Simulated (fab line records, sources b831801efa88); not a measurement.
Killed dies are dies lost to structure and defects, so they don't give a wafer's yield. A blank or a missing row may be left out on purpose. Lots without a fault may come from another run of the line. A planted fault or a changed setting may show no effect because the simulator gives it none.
Which tool did it? | flow sky130 | 11 lots, 33 wafers sampled, at 4 steps of a route of 708

WHAT THE GAUGES READ, wafer by wafer
SKY_LDD_LDN_TW_MEAS_13.
lot  | measured     | on            | LDD_LDN_TW
L667 | day 23 05:25 | film_metro-03 | 1474 1479 1480
L669 | day 24 02:29 | film_metro-01 | 1457 1464 1468
L670 | day 24 09:34 | film_metro-01 | 1469 1460 1465
L671 | day 24 13:32 | film_metro-03 | 1492 1489 1495
L672 | day 25 15:05 | film_metro-02 | 1496 1494 1494
L675 | day 26 12:50 | film_metro-01 | 1464 1455 1468
L678 | day 26 23:13 | film_metro-02 | 1563 1575 1572
L679 | day 27 19:31 | film_metro-03 | 1483 1482 1481
L680 | day 27 21:08 | film_metro-03 | 1555 1551 1558
L687 | day 30 05:38 | film_metro-01 | 1470 1472 1462
L688 | day 30 09:02 | film_metro-03 | 1493 1483 1484

WHICH TOOL RAN EACH LOT (tool, then ch and the chambers of the sampled wafers, then the start)
lot  | SKY_POLY_GATE_ETCH_15              | SKY_LDD_LDN_IMPLANT_10          | SKY_LDD_LDN_STRIP_12
L667 | rie_diel-04 ch 0,2,3, day 16 16:46 | implanter-02 ch 0, day 23 05:01 | plasma_asher-02 ch 0,1, day 23 05:19
L669 | rie_diel-04 ch 0,1, day 17 11:26   | implanter-02 ch 0, day 24 02:05 | plasma_asher-02 ch 1, day 24 02:22
L670 | rie_diel-04 ch 0,1,2, day 17 20:53 | implanter-02 ch 0, day 24 09:10 | plasma_asher-03 ch 0,1, day 24 09:28
L671 | rie_diel-02 ch 0,2,3, day 17 23:14 | implanter-01 ch 0, day 24 13:10 | plasma_asher-01 ch 0,1, day 24 13:28
L672 | rie_diel-02 ch 0,1,3, day 19 00:37 | implanter-02 ch 0, day 25 14:43 | plasma_asher-03 ch 0,1, day 25 15:00
L675 | rie_diel-01 ch 0,1,2, day 20 02:40 | implanter-02 ch 0, day 26 12:28 | plasma_asher-01 ch 0,1, day 26 12:46
L678 | rie_diel-04 ch 1,2, day 20 14:08   | implanter-02 ch 0, day 26 22:49 | plasma_asher-02 ch 0,1, day 26 23:07
L679 | rie_diel-02 ch 0,3, day 21 11:17   | implanter-03 ch 0, day 27 19:07 | plasma_asher-02 ch 0,1, day 27 19:25
L680 | rie_diel-01 ch 2,3, day 21 13:20   | implanter-02 ch 0, day 27 20:46 | plasma_asher-01 ch 0,1, day 27 21:03
L687 | rie_diel-01 ch 0,1,2, day 24 03:08 | implanter-01 ch 0, day 30 05:15 | plasma_asher-01 ch 0,1, day 30 05:31
L688 | rie_diel-02 ch 1,2,3, day 24 05:41 | implanter-03 ch 0, day 30 08:40 | plasma_asher-03 ch 0,1, day 30 08:58
- SKY_POLY_GATE_ETCH_15: etches BARC in N2/H2, stops on SiO2, time 118.5 s, target depth 110 nm.
- SKY_LDD_LDN_IMPLANT_10
- SKY_LDD_LDN_STRIP_12: strips in O2/N2.

WHAT THE TOOLS THEMSELVES READ (means of the sampled wafers that have a number; where no wafer has one, the mark that the record gives instead)
SKY_POLY_GATE_ETCH_15.
lot  | tool        | drypump_motor_current_A (A) | n2_flow_sccm (sccm) | oes_product_au (a.u.) | rf_fwd_power_W (W) | throttle_valve_pct (%)
L667 | rie_diel-04 | 5.8                         | 99.94               | 0.716                 | 497.5              | 13.212
L669 | rie_diel-04 | 5.4                         | 100.24              | 0.713                 | 498.1              | 13.208
L670 | rie_diel-04 | 5.9                         | 100.17              | 0.716                 | 498.0              | 13.212
L671 | rie_diel-02 | 5.7                         | 99.92               | 0.714                 | 496.6              | 13.211
L672 | rie_diel-02 | 5.6                         | 99.79               | 0.716                 | 498.0              | 13.222
L675 | rie_diel-01 | 5.6                         | 100.09              | 0.718                 | 498.5              | 13.207
L678 | rie_diel-04 | 6.3                         | 100.06              | 0.722                 | 497.7              | 13.211
L679 | rie_diel-02 | 5.5                         | 99.85               | 0.719                 | 498.5              | 13.216
L680 | rie_diel-01 | 5.6                         | 100.14              | 0.717                 | 498.6              | 13.208
L687 | rie_diel-01 | 5.7                         | 99.99               | 0.710                 | 497.2              | 13.213
L688 | rie_diel-02 | 5.8                         | 99.63               | 0.712                 | 498.5              | 13.213

SKY_LDD_LDN_IMPLANT_10.
lot  | tool         | dose_ions_cm2 | faraday_current_uA
L667 | implanter-02 | 1.25e+13      | 68.9
L669 | implanter-02 | 1.25e+13      | 70.4
L670 | implanter-02 | 1.25e+13      | 70.3
L671 | implanter-01 | 1.25e+13      | 70.7
L672 | implanter-02 | 1.25e+13      | 70.9
L675 | implanter-02 | 1.25e+13      | 69.8
L678 | implanter-02 | 2.15e+13      | 121.7
L679 | implanter-03 | 1.25e+13      | 70.3
L680 | implanter-02 | 2.15e+13      | 122.1
L687 | implanter-01 | 1.25e+13      | 71.4
L688 | implanter-03 | 1.25e+13      | 71.1

SKY_LDD_LDN_STRIP_12.
lot  | tool            | drypump_motor_current_A (A) | n2_flow_sccm (sccm) | oes_product_au (a.u.) | strip_time_to_endpoint_s (s)
L667 | plasma_asher-02 | 6.4                         | 300.6               | 0.713                 | 14.25
L669 | plasma_asher-02 | 6.5                         | 299.2               | 0.711                 | 14.17
L670 | plasma_asher-03 | 5.4                         | 300.0               | 0.718                 | 14.12
L671 | plasma_asher-01 | 5.8                         | 300.4               | 0.715                 | 14.14
L672 | plasma_asher-03 | 5.5                         | 299.7               | 0.713                 | 14.19
L675 | plasma_asher-01 | 6.0                         | 300.8               | 0.717                 | 14.15
L678 | plasma_asher-02 | 6.4                         | 299.1               | 0.716                 | 14.13
L679 | plasma_asher-02 | 6.4                         | 300.6               | 0.716                 | 14.17
L680 | plasma_asher-01 | 6.0                         | 299.3               | 0.720                 | 14.15
L687 | plasma_asher-01 | 6.0                         | 300.1               | 0.720                 | 14.20
L688 | plasma_asher-03 | 5.5                         | 301.0               | 0.718                 | 14.17

THE ANSWER, worked out from the rows above alone
Rule: what is usual is taken from the lots themselves. Put in order of their means at a reading, lots are off if they are a third of the lots or fewer, leave a main group of 4 or more, and stand apart from it by a gap of 3 or more times the standard deviation of the main group's means; of several such gaps the widest counts. A main group whose means are all the same, to the digits that the tables above print for the reading, isn't used. A lot without any number at a reading at which 4 lots or more have one is off too. The other lots that the step has rows for count as sound. The gauges are gone through in route order, then the tools' own readings, and for those a lot's mean is taken as printed above. The first step at which some lot is off is used, and at that step the reading that is off furthest; a lot without a number counts as furthest.
Off: L678, L680, at SKY_LDD_LDN_TW_MEAS_13 (LDD_LDN_TW). The main group: mean 1477, standard deviation 12.
A tool fits if, at a process step before that reading, it ran every lot that is off, and no sound lot after the first of them. The gauges at SKY_LDD_LDN_TW_MEAS_13 aren't tried: what is off there is off at SKY_LDD_LDN_IMPLANT_10 too, on other tools, and a gauge's error can't cause that. One fits: implanter-02 at SKY_LDD_LDN_IMPLANT_10. Its last sound lot is L675 (day 26 12:28), its first lot that is off L678 (day 26 22:49): a fault that began between those two fits.
The tool's own readings at SKY_LDD_LDN_IMPLANT_10 bear it out: on the lots that are off they differ by more than 5 times the standard deviation of the sound lots' means. dose_ions_cm2 reads 2.15e+13 there against 1.25e+13 on the sound lots; faraday_current_uA reads 121.9 there against 70.4 on the sound lots.

WHAT THE SIMULATOR HAD PUT IN
Process parameter drift: implanter-02, from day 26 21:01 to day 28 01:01, at SKY_LDD_LDN_IMPLANT_10. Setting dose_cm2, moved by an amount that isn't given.
Lots struck among those shown: L678, L680. The rule above found the same.
